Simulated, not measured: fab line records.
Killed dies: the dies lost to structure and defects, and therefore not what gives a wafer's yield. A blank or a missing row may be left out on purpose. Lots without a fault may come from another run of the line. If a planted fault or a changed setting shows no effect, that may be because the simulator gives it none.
Check for tools in common | flow gf180mcu | Sample size 12 lots and 36 wafers

REASON IT WAS OPENED
At GF_VT_IMPLANT_RS_MEAS_47 the reading NWELL_RS is flagged on 2 of 12 lots. Fault-free wafers read 487.6 ohm/sq, with a standard deviation of 1.6.
Rule: a lot gets a flag if all its wafers with a number sit over 4 standard deviations from that mean, or if no wafer of it has a number. The other lots count as sound.

lot  | measured     | on           | NWELL_RS (ohm/sq), wafer by wafer | flag
L381 | day 8 03:03  | filmMetro-04 | 487.9 488.0 486.0                 | 
L382 | day 8 08:51  | filmMetro-04 | 487.8 487.4 486.4                 | 
L383 | day 8 15:25  | filmMetro-02 | 488.9 490.0 489.0                 | 
L384 | day 9 00:27  | filmMetro-03 | 486.2 487.6 486.3                 | 
L385 | day 9 07:40  | filmMetro-02 | 487.6 486.9 486.1                 | 
L391 | day 10 22:51 | filmMetro-02 | 476.9 477.4 476.2                 | FLAGGED
L393 | day 11 10:21 | filmMetro-03 | 473.5 474.8 474.8                 | FLAGGED
L396 | day 12 06:37 | filmMetro-03 | 486.5 486.5 486.7                 | 
L398 | day 13 01:44 | filmMetro-02 | 486.5 486.8 488.8                 | 
L399 | day 13 08:22 | filmMetro-04 | 487.5 490.2 488.6                 | 
L400 | day 13 16:28 | filmMetro-03 | 487.4 489.0 488.3                 | 
L401 | day 13 17:01 | filmMetro-03 | 484.2 486.1 484.9                 | 
On average the flagged lots' numbers are 475.6 ohm/sq, which is -12.0 ohm/sq against the usual, or -8 standard deviations.

EACH LOT AND THE TOOL IT RAN ON
2 process steps preceding the reading are held in the record, out of 602 steps in the route. Each cell gives the tool, then ch followed by the chambers the sampled wafers passed through, then the start.
lot  | flag    | GF_DNWELL_STRIP_08                 | GF_NWELL_IMPLANT_08
L381 |         | plasmaAsher-02 ch 0,1, day 3 05:07 | implanter-02 ch 0, day 3 18:31
L382 |         | plasmaAsher-01 ch 0,1, day 3 10:22 | implanter-02 ch 0, day 3 23:55
L383 |         | plasmaAsher-03 ch 0,1, day 3 15:43 | implanter-04 ch 0, day 4 04:41
L384 |         | plasmaAsher-02 ch 0,1, day 3 22:25 | implanter-03 ch 0, day 4 12:08
L385 |         | plasmaAsher-02 ch 0,1, day 4 04:07 | implanter-03 ch 0, day 4 17:29
L391 | FLAGGED | plasmaAsher-03 ch 0,1, day 5 10:54 | implanter-02 ch 0, day 6 01:40
L393 | FLAGGED | plasmaAsher-01 ch 0,1, day 5 19:49 | implanter-02 ch 0, day 6 10:50
L396 |         | plasmaAsher-02 ch 0,1, day 6 13:09 | implanter-04 ch 0, day 7 03:47
L398 |         | plasmaAsher-02 ch 0,1, day 7 02:16 | implanter-04 ch 0, day 7 18:35
L399 |         | plasmaAsher-03 ch 0, day 7 08:19   | implanter-03 ch 0, day 8 00:37
L400 |         | plasmaAsher-02 ch 0,1, day 7 12:35 | implanter-04 ch 0, day 8 05:08
L401 |         | plasmaAsher-01 ch 0,1, day 7 15:23 | implanter-04 ch 0, day 8 07:16
What is done by these steps:
- GF_DNWELL_STRIP_08: strips in O2/N2.
- GF_NWELL_IMPLANT_08
- GF_VT_IMPLANT_RS_MEAS_47: measures by four-point-probe.

FLAGGED AGAINST TOTAL, ONE TOOL AT A TIME (gauges that did the reading follow at the end)
step                     | tool           | lots run | flagged | share of the flagged lots | sound lots run after its first flagged lot
GF_DNWELL_STRIP_08       | plasmaAsher-01 | 3        | 1       | some                      | 1 (L401)
GF_DNWELL_STRIP_08       | plasmaAsher-02 | 6        | 0       | none                      | -
GF_DNWELL_STRIP_08       | plasmaAsher-03 | 3        | 1       | some                      | 1 (L399)
GF_NWELL_IMPLANT_08      | implanter-02   | 4        | 2       | all                       | 0
GF_NWELL_IMPLANT_08      | implanter-03   | 3        | 0       | none                      | -
GF_NWELL_IMPLANT_08      | implanter-04   | 5        | 0       | none                      | -
GF_VT_IMPLANT_RS_MEAS_47 | filmMetro-02   | 4        | 1       | some                      | 1 (L398)
GF_VT_IMPLANT_RS_MEAS_47 | filmMetro-03   | 5        | 1       | some                      | 3 (L396,L400,L401)
GF_VT_IMPLANT_RS_MEAS_47 | filmMetro-04   | 3        | 0       | none                      | -

THE TABLE: WHAT IT ALLOWS
In the table, 1 row covers all flagged lots: implanter-02 at GF_NWELL_IMPLANT_08.
- implanter-02 at GF_NWELL_IMPLANT_08 ran 4 lots, 2 of them flagged. Its last sound lot is L382 (day 3 23:55), its first flagged lot L391 (day 6 01:40): a fault that began between those two fits. Its own readings (beamEnergyKeV) fall more than 4 standard deviations out on all wafers of the flagged lots.
Left over: one tool, implanter-02 at GF_NWELL_IMPLANT_08.

WHAT THE SIMULATOR HAD PUT IN
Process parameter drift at GF_NWELL_IMPLANT_08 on implanter-02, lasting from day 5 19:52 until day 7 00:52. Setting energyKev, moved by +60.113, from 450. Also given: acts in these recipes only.
Lots struck among those shown: L391, L393. The rule given above showed the same thing.
